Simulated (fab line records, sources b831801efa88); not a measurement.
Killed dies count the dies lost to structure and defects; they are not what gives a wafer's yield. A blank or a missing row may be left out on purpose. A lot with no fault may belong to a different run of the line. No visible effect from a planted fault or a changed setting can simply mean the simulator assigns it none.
Which of the tools did it? || flow gf180mcu || 24 lots, 72 wafers sampled, at 4 steps of a route of 602

WHAT THE GAUGES READ, wafer by wafer
GF_M3_OVL_MEAS_15. Usual: M3_OVL typically reads -1 nm, with standard deviation 6.1.
{"lot": "L074", "measured": "day 21 08:40", "on": "overlay-02", "M3_OVL (nm)": "-4 -8 -11", "flag": ""}
{"lot": "L075", "measured": "day 21 16:04", "on": "overlay-02", "M3_OVL (nm)": "-8 -7 1", "flag": ""}
{"lot": "L076", "measured": "day 22 00:01", "on": "overlay-01", "M3_OVL (nm)": "-6 -2 -2", "flag": ""}
{"lot": "L077", "measured": "day 22 12:04", "on": "overlay-01", "M3_OVL (nm)": "5 0 10", "flag": ""}
{"lot": "L078", "measured": "day 22 18:46", "on": "overlay-02", "M3_OVL (nm)": "-3 -8 1", "flag": ""}
{"lot": "L079", "measured": "day 23 07:16", "on": "overlay-01", "M3_OVL (nm)": "10 10 9", "flag": ""}
{"lot": "L080", "measured": "day 23 16:15", "on": "overlay-02", "M3_OVL (nm)": "-12 -11 -9", "flag": ""}
{"lot": "L081", "measured": "day 23 21:34", "on": "overlay-01", "M3_OVL (nm)": "-6 -11 -7", "flag": ""}
{"lot": "L082", "measured": "day 24 07:19", "on": "overlay-02", "M3_OVL (nm)": "7 4 5", "flag": ""}
{"lot": "L083", "measured": "day 24 14:31", "on": "overlay-02", "M3_OVL (nm)": "2 6 3", "flag": ""}
{"lot": "L084", "measured": "day 24 23:25", "on": "overlay-02", "M3_OVL (nm)": "-12 5 -3", "flag": ""}
{"lot": "L085", "measured": "day 25 10:43", "on": "overlay-01", "M3_OVL (nm)": "2 0 -8", "flag": ""}
{"lot": "L086", "measured": "day 25 17:50", "on": "overlay-01", "M3_OVL (nm)": "-8 -12 -1", "flag": ""}
{"lot": "L087", "measured": "day 26 00:46", "on": "overlay-01", "M3_OVL (nm)": "-2 0 -9", "flag": ""}
{"lot": "L088", "measured": "day 26 06:52", "on": "overlay-02", "M3_OVL (nm)": "-7 -7 -5", "flag": ""}
{"lot": "L089", "measured": "day 26 09:49", "on": "overlay-02", "M3_OVL (nm)": "-3 -2 0", "flag": ""}
{"lot": "L090", "measured": "day 26 23:37", "on": "overlay-01", "M3_OVL (nm)": "4 -3 7", "flag": ""}
{"lot": "L091", "measured": "day 27 01:19", "on": "overlay-02", "M3_OVL (nm)": "5 5 0", "flag": ""}
{"lot": "L092", "measured": "day 27 12:40", "on": "overlay-01", "M3_OVL (nm)": "1 12 11", "flag": ""}
{"lot": "L093", "measured": "day 27 16:48", "on": "overlay-02", "M3_OVL (nm)": "-6 0 -6", "flag": ""}
{"lot": "L094", "measured": "day 27 21:16", "on": "overlay-01", "M3_OVL (nm)": "9 -1 5", "flag": ""}
{"lot": "L095", "measured": "day 28 06:16", "on": "overlay-01", "M3_OVL (nm)": "-2 0 -3", "flag": ""}
{"lot": "L096", "measured": "day 28 12:58", "on": "overlay-01", "M3_OVL (nm)": "2 -8 -9", "flag": ""}
{"lot": "L097", "measured": "day 29 01:28", "on": "overlay-02", "M3_OVL (nm)": "4 -7 -4", "flag": ""}

GF_M4_OVL_MEAS_15. Usual: M4_OVL typically reads -1 nm, with standard deviation 6.1.
{"lot": "L074", "measured": "day 23 11:03", "on": "overlay-01", "M4_OVL (nm)": "3 -2 -7", "flag": ""}
{"lot": "L075", "measured": "day 23 18:04", "on": "overlay-02", "M4_OVL (nm)": "-8 -10 -11", "flag": ""}
{"lot": "L076", "measured": "day 24 01:19", "on": "overlay-02", "M4_OVL (nm)": "1 2 4", "flag": ""}
{"lot": "L077", "measured": "day 24 12:04", "on": "overlay-01", "M4_OVL (nm)": "3 -4 0", "flag": ""}
{"lot": "L078", "measured": "day 24 18:31", "on": "overlay-02", "M4_OVL (nm)": "-13 -8 -13", "flag": ""}
{"lot": "L079", "measured": "day 25 05:36", "on": "overlay-02", "M4_OVL (nm)": "2 5 2", "flag": ""}
{"lot": "L080", "measured": "day 25 14:24", "on": "overlay-01", "M4_OVL (nm)": "-3 -9 -7", "flag": ""}
{"lot": "L081", "measured": "day 25 20:10", "on": "overlay-02", "M4_OVL (nm)": "6 11 10", "flag": ""}
{"lot": "L082", "measured": "day 26 05:04", "on": "overlay-01", "M4_OVL (nm)": "3 -1 2", "flag": ""}
{"lot": "L083", "measured": "day 26 12:00", "on": "overlay-01", "M4_OVL (nm)": "2 -3 -1", "flag": ""}
{"lot": "L084", "measured": "day 26 20:55", "on": "overlay-01", "M4_OVL (nm)": "-1 -7 -3", "flag": ""}
{"lot": "L085", "measured": "day 27 07:04", "on": "overlay-02", "M4_OVL (nm)": "9 3 4", "flag": ""}
{"lot": "L086", "measured": "day 27 14:36", "on": "overlay-02", "M4_OVL (nm)": "-7 -5 -3", "flag": ""}
{"lot": "L087", "measured": "day 27 20:40", "on": "overlay-02", "M4_OVL (nm)": "2 -1 3", "flag": ""}
{"lot": "L088", "measured": "day 28 02:07", "on": "overlay-01", "M4_OVL (nm)": "-5 -6 1", "flag": ""}
{"lot": "L089", "measured": "day 28 05:01", "on": "overlay-01", "M4_OVL (nm)": "1 6 1", "flag": ""}
{"lot": "L090", "measured": "day 28 17:46", "on": "overlay-01", "M4_OVL (nm)": "-6 -5 4", "flag": ""}
{"lot": "L091", "measured": "day 28 19:24", "on": "overlay-01", "M4_OVL (nm)": "5 1 -5", "flag": ""}
{"lot": "L092", "measured": "day 29 06:19", "on": "overlay-01", "M4_OVL (nm)": "-2 -6 -7", "flag": ""}
{"lot": "L093", "measured": "day 29 10:54", "on": "overlay-01", "M4_OVL (nm)": "6 10 11", "flag": ""}
{"lot": "L094", "measured": "day 29 14:15", "on": "overlay-02", "M4_OVL (nm)": "-3 1 -2", "flag": ""}
{"lot": "L095", "measured": "day 29 23:37", "on": "overlay-01", "M4_OVL (nm)": "6 8 9", "flag": ""}
{"lot": "L096", "measured": "day 30 06:13", "on": "overlay-01", "M4_OVL (nm)": "-8 -9 -6", "flag": ""}
{"lot": "L097", "measured": "day 30 17:30", "on": "overlay-02", "M4_OVL (nm)": "-1 -2 3", "flag": ""}

GF_V4_OVL_MEAS_15. Usual: V4_OVL typically reads -2 nm, with standard deviation 5.1.
{"lot": "L074", "measured": "day 24 10:43", "on": "overlay-01", "V4_OVL (nm)": "-6 -7 -7", "flag": ""}
{"lot": "L075", "measured": "day 24 17:22", "on": "overlay-01", "V4_OVL (nm)": "-1 -4 -5", "flag": ""}
{"lot": "L076", "measured": "day 25 01:19", "on": "overlay-02", "V4_OVL (nm)": "-3 -8 -9", "flag": ""}
{"lot": "L077", "measured": "day 25 11:09", "on": "overlay-02", "V4_OVL (nm)": "1 3 5", "flag": ""}
{"lot": "L078", "measured": "day 25 16:49", "on": "overlay-02", "V4_OVL (nm)": "6 12 3", "flag": ""}
{"lot": "L079", "measured": "day 26 04:14", "on": "overlay-02", "V4_OVL (nm)": "-7 -8 -7", "flag": ""}
{"lot": "L080", "measured": "day 26 12:21", "on": "overlay-01", "V4_OVL (nm)": "3 -1 -5", "flag": ""}
{"lot": "L081", "measured": "day 26 17:46", "on": "overlay-01", "V4_OVL (nm)": "2 1 -1", "flag": ""}
{"lot": "L082", "measured": "day 27 03:06", "on": "overlay-01", "V4_OVL (nm)": "-4 4 -6", "flag": ""}
{"lot": "L083", "measured": "day 27 09:43", "on": "overlay-01", "V4_OVL (nm)": "-3 -2 3", "flag": ""}
{"lot": "L084", "measured": "day 27 17:58", "on": "overlay-01", "V4_OVL (nm)": "1 6 10", "flag": ""}
{"lot": "L085", "measured": "day 28 04:40", "on": "overlay-02", "V4_OVL (nm)": "-6 -10 0", "flag": ""}
{"lot": "L086", "measured": "day 28 11:28", "on": "overlay-02", "V4_OVL (nm)": "-7 -6 -6", "flag": ""}
{"lot": "L087", "measured": "day 28 18:07", "on": "overlay-02", "V4_OVL (nm)": "1 8 1", "flag": ""}
{"lot": "L088", "measured": "day 28 22:37", "on": "overlay-02", "V4_OVL (nm)": "-1 -4 -2", "flag": ""}
{"lot": "L089", "measured": "day 29 01:43", "on": "overlay-01", "V4_OVL (nm)": "-9 -9 -5", "flag": ""}
{"lot": "L090", "measured": "day 29 13:39", "on": "overlay-01", "V4_OVL (nm)": "8 10 1", "flag": ""}
{"lot": "L091", "measured": "day 29 16:15", "on": "overlay-02", "V4_OVL (nm)": "3 6 1", "flag": ""}
{"lot": "L092", "measured": "day 30 02:28", "on": "overlay-01", "V4_OVL (nm)": "2 4 -3", "flag": ""}
{"lot": "L093", "measured": "day 30 07:18", "on": "overlay-02", "V4_OVL (nm)": "-5 -3 -2", "flag": ""}
{"lot": "L094", "measured": "day 30 10:42", "on": "overlay-02", "V4_OVL (nm)": "-2 -4 1", "flag": ""}
{"lot": "L095", "measured": "day 30 19:28", "on": "overlay-02", "V4_OVL (nm)": "4 -1 -2", "flag": ""}
{"lot": "L096", "measured": "day 31 01:52", "on": "overlay-02", "V4_OVL (nm)": "-12 -10 -7", "flag": ""}
{"lot": "L097", "measured": "day 31 12:15", "on": "overlay-01", "V4_OVL (nm)": "-1 -10 -5", "flag": ""}

WHICH TOOL RAN EACH LOT (tool, then ch and the chambers of the sampled wafers, then the start)
{"lot": "L074", "GF_M3_SPUTTER_04": "pvd_sputter-02, day 20 08:12"}
{"lot": "L075", "GF_M3_SPUTTER_04": "pvd_sputter-02, day 20 16:27"}
{"lot": "L076", "GF_M3_SPUTTER_04": "pvd_sputter-04, day 21 00:06"}
{"lot": "L077", "GF_M3_SPUTTER_04": "pvd_sputter-04, day 21 12:10"}
{"lot": "L078", "GF_M3_SPUTTER_04": "pvd_sputter-02, day 21 19:20"}
{"lot": "L079", "GF_M3_SPUTTER_04": "pvd_sputter-04, day 22 08:04"}
{"lot": "L080", "GF_M3_SPUTTER_04": "pvd_sputter-04, day 22 17:34"}
{"lot": "L081", "GF_M3_SPUTTER_04": "pvd_sputter-02, day 22 22:49"}
{"lot": "L082", "GF_M3_SPUTTER_04": "pvd_sputter-03, day 23 09:22"}
{"lot": "L083", "GF_M3_SPUTTER_04": "pvd_sputter-02, day 23 16:41"}
{"lot": "L084", "GF_M3_SPUTTER_04": "pvd_sputter-02, day 24 01:50"}
{"lot": "L085", "GF_M3_SPUTTER_04": "pvd_sputter-02, day 24 13:23"}
{"lot": "L086", "GF_M3_SPUTTER_04": "pvd_sputter-02, day 24 20:46"}
{"lot": "L087", "GF_M3_SPUTTER_04": "pvd_sputter-04, day 25 03:53"}
{"lot": "L088", "GF_M3_SPUTTER_04": "pvd_sputter-02, day 25 10:17"}
{"lot": "L089", "GF_M3_SPUTTER_04": "pvd_sputter-02, day 25 12:29"}
{"lot": "L090", "GF_M3_SPUTTER_04": "pvd_sputter-02, day 26 02:59"}
{"lot": "L091", "GF_M3_SPUTTER_04": "pvd_sputter-02, day 26 05:04"}
{"lot": "L092", "GF_M3_SPUTTER_04": "pvd_sputter-04, day 26 15:58"}
{"lot": "L093", "GF_M3_SPUTTER_04": "pvd_sputter-03, day 26 21:18"}
{"lot": "L094", "GF_M3_SPUTTER_04": "pvd_sputter-02, day 27 01:03"}
{"lot": "L095", "GF_M3_SPUTTER_04": "pvd_sputter-04, day 27 10:26"}
{"lot": "L096", "GF_M3_SPUTTER_04": "pvd_sputter-03, day 27 17:07"}
{"lot": "L097", "GF_M3_SPUTTER_04": "pvd_sputter-04, day 28 05:52"}
- GF_M3_SPUTTER_04: material TiN, target thk 50 nm, time 43.74 s.

WHAT THE TOOLS THEMSELVES READ (means of the sampled wafers that have a number; where no wafer has one, the mark that the record gives instead)
GF_M3_SPUTTER_04. Usual: throttle_valve_pct 29.9 %, standard deviation 0.98.
{"lot": "L074", "tool": "pvd_sputter-02", "throttle_valve_pct (%)": 29.0, "flag": ""}
{"lot": "L075", "tool": "pvd_sputter-02", "throttle_valve_pct (%)": 30.2, "flag": ""}
{"lot": "L076", "tool": "pvd_sputter-04", "throttle_valve_pct (%)": 30.6, "flag": ""}
{"lot": "L077", "tool": "pvd_sputter-04", "throttle_valve_pct (%)": 30.6, "flag": ""}
{"lot": "L078", "tool": "pvd_sputter-02", "throttle_valve_pct (%)": 29.5, "flag": ""}
{"lot": "L079", "tool": "pvd_sputter-04", "throttle_valve_pct (%)": 30.5, "flag": ""}
{"lot": "L080", "tool": "pvd_sputter-04", "throttle_valve_pct (%)": 30.8, "flag": ""}
{"lot": "L081", "tool": "pvd_sputter-02", "throttle_valve_pct (%)": 29.4, "flag": ""}
{"lot": "L082", "tool": "pvd_sputter-03", "throttle_valve_pct (%)": 30.1, "flag": ""}
{"lot": "L083", "tool": "pvd_sputter-02", "throttle_valve_pct (%)": 28.9, "flag": ""}
{"lot": "L084", "tool": "pvd_sputter-02", "throttle_valve_pct (%)": 29.0, "flag": ""}
{"lot": "L085", "tool": "pvd_sputter-02", "throttle_valve_pct (%)": 29.0, "flag": ""}
{"lot": "L086", "tool": "pvd_sputter-02", "throttle_valve_pct (%)": 29.0, "flag": ""}
{"lot": "L087", "tool": "pvd_sputter-04", "throttle_valve_pct (%)": 30.5, "flag": ""}
{"lot": "L088", "tool": "pvd_sputter-02", "throttle_valve_pct (%)": 28.9, "flag": ""}
{"lot": "L089", "tool": "pvd_sputter-02", "throttle_valve_pct (%)": 29.6, "flag": ""}
{"lot": "L090", "tool": "pvd_sputter-02", "throttle_valve_pct (%)": 29.8, "flag": ""}
{"lot": "L091", "tool": "pvd_sputter-02", "throttle_valve_pct (%)": 29.8, "flag": ""}
{"lot": "L092", "tool": "pvd_sputter-04", "throttle_valve_pct (%)": 30.6, "flag": ""}
{"lot": "L093", "tool": "pvd_sputter-03", "throttle_valve_pct (%)": 30.2, "flag": ""}
{"lot": "L094", "tool": "pvd_sputter-02", "throttle_valve_pct (%)": 29.9, "flag": ""}
{"lot": "L095", "tool": "pvd_sputter-04", "throttle_valve_pct (%)": 30.9, "flag": ""}
{"lot": "L096", "tool": "pvd_sputter-03", "throttle_valve_pct (%)": 30.1, "flag": ""}
{"lot": "L097", "tool": "pvd_sputter-04", "throttle_valve_pct (%)": 30.9, "flag": ""}

THE ANSWER, worked out from the rows above alone
Rule: a lot is off if the mean of its wafers that have a number lies more than 3 standard deviations from the usual mean. Also off: a lot with no number at a reading for which 4 or more lots have one. All remaining lots with rows at the step are treated as sound. After the gauges, taken in route order, come the tools' own readings; for these a lot's mean is taken, as printed above. At the first step where some lot is off, the reading lying furthest off is the one used; lots without a number count as furthest.
Across all readings shown, no lot is off: no conclusion can be drawn from this.

WHAT THE SIMULATOR PUT IN
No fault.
